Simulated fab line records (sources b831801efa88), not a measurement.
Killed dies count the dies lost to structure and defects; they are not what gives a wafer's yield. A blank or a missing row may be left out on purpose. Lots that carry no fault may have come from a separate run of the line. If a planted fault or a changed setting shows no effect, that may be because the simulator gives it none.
Shared-tool check	flow sky130	Sample size 13 lots and 39 wafers

THE REASON FOR OPENING IT
At SKY_SONOS_TUNNEL_TW_MEAS_12 the reading SONOS_TUNNEL_TW is flagged on 2 of 13 lots. Wafers without a fault read 197.2, standard deviation 1.7.
Rule: a lot is flagged in two cases, either no wafer of it has a number, or all its wafers with numbers fall more than 4 standard deviations from that mean. As for the other lots, they are considered sound.

lot	measured	on	SONOS_TUNNEL_TW, wafer by wafer	flag
L971	day 11 23:28	filmMetro-02	194.5 195.8 195.7	
L972	day 12 01:29	filmMetro-03	195.8 196.3 196.4	
L974	day 12 12:02	filmMetro-02	196.2 197.3 197.5	
L976	day 13 02:02	filmMetro-03	196.6 198.1 197.5	
L977	day 13 21:01	filmMetro-04	199.7 199.6 199.4	
L979	day 14 03:02	filmMetro-04	200.5 199.3 199.3	
L980	day 14 13:28	filmMetro-04	182.7 182.5 184.0	FLAGGED
L982	day 15 04:49	filmMetro-03	180.2 180.7 180.2	FLAGGED
L987	day 16 20:07	filmMetro-03	195.9 195.9 195.7	
L988	day 17 00:45	filmMetro-02	195.3 193.9 195.0	
L991	day 18 00:40	filmMetro-02	194.8 195.6 196.8	
L993	day 18 20:13	filmMetro-02	196.6 196.6 195.0	
L994	day 19 05:51	filmMetro-03	196.2 195.7 196.5	
On average the flagged lots' numbers are 181.7, which is -15.5 against the usual, or -9 standard deviations.

EACH LOT AND THE TOOL IT RAN ON
Before the reading, the record contains 2 process steps out of a 708-step route. Each cell gives the tool, then ch followed by the chambers the sampled wafers passed through, then the start.
lot	flag	SKY_FIELD_ISO_ETCH_17	SKY_SONOS_TUNNEL_IMPLANT_09
L971		rieSi-02 ch 1,2, day 2 06:44	implanter-01 ch 0, day 11 23:02
L972		rieSi-01 ch 0,1,2, day 2 10:14	implanter-02 ch 0, day 12 01:05
L974		rieSi-02 ch 1,3, day 2 20:20	implanter-01 ch 0, day 12 11:37
L976		rieSi-01 ch 0,3, day 3 09:30	implanter-02 ch 0, day 13 01:36
L977		rieSi-02 ch 2,3, day 3 19:00	implanter-02 ch 0, day 13 20:37
L979		rieSi-01 ch 1,2, day 3 23:27	implanter-01 ch 0, day 14 02:37
L980	FLAGGED	rieSi-02 ch 0,1,2, day 4 04:33	implanter-01 ch 0, day 14 13:03
L982	FLAGGED	rieSi-01 ch 0,2,3, day 4 13:14	implanter-01 ch 0, day 15 04:25
L987		rieSi-02 ch 0,3, day 5 17:43	implanter-02 ch 0, day 16 19:43
L988		rieSi-01 ch 1,2,3, day 5 22:32	implanter-02 ch 0, day 17 00:21
L991		rieSi-01 ch 0,1,2, day 6 14:14	implanter-01 ch 0, day 18 00:11
L993		rieSi-02 ch 0,1,2, day 6 22:47	implanter-01 ch 0, day 18 19:46
L994		rieSi-02 ch 2,3, day 7 07:36	implanter-02 ch 0, day 19 05:27
What the steps here do:
- SKY_FIELD_ISO_ETCH_17: etches Si in HBr/Cl2/O2, target depth 342 nm, time 97.7 s.
- SKY_SONOS_TUNNEL_IMPLANT_09
- SKY_SONOS_TUNNEL_TW_MEAS_12

FLAGGED OVER TOTAL, TOOL BY TOOL (the gauges that took the reading come last)
step	tool	lots run	flagged	share of the flagged lots	sound lots run after its first flagged lot
SKY_FIELD_ISO_ETCH_17	rieSi-01	6	1	some	2 (L988,L991)
SKY_FIELD_ISO_ETCH_17	rieSi-02	7	1	some	3 (L987,L993,L994)
SKY_SONOS_TUNNEL_IMPLANT_09	implanter-01	7	2	all	2 (L991,L993)
SKY_SONOS_TUNNEL_IMPLANT_09	implanter-02	6	0	none	-
SKY_SONOS_TUNNEL_TW_MEAS_12	filmMetro-02	5	0	none	-
SKY_SONOS_TUNNEL_TW_MEAS_12	filmMetro-03	5	1	some	2 (L987,L994)
SKY_SONOS_TUNNEL_TW_MEAS_12	filmMetro-04	3	1	some	0

WHAT IS ALLOWED BY THE TABLE
All flagged lots share 1 row of the table, namely implanter-01 at SKY_SONOS_TUNNEL_IMPLANT_09.
- implanter-01 at SKY_SONOS_TUNNEL_IMPLANT_09: 2 of its 7 lots flagged. Sound lots followed the first flagged one (L991, L993) on it, something a lasting fault affecting the whole tool could not allow.
None of the table's rows ran every flagged lot and, after the first, no sound lot.

WHAT THE SIMULATOR HAD INSERTED
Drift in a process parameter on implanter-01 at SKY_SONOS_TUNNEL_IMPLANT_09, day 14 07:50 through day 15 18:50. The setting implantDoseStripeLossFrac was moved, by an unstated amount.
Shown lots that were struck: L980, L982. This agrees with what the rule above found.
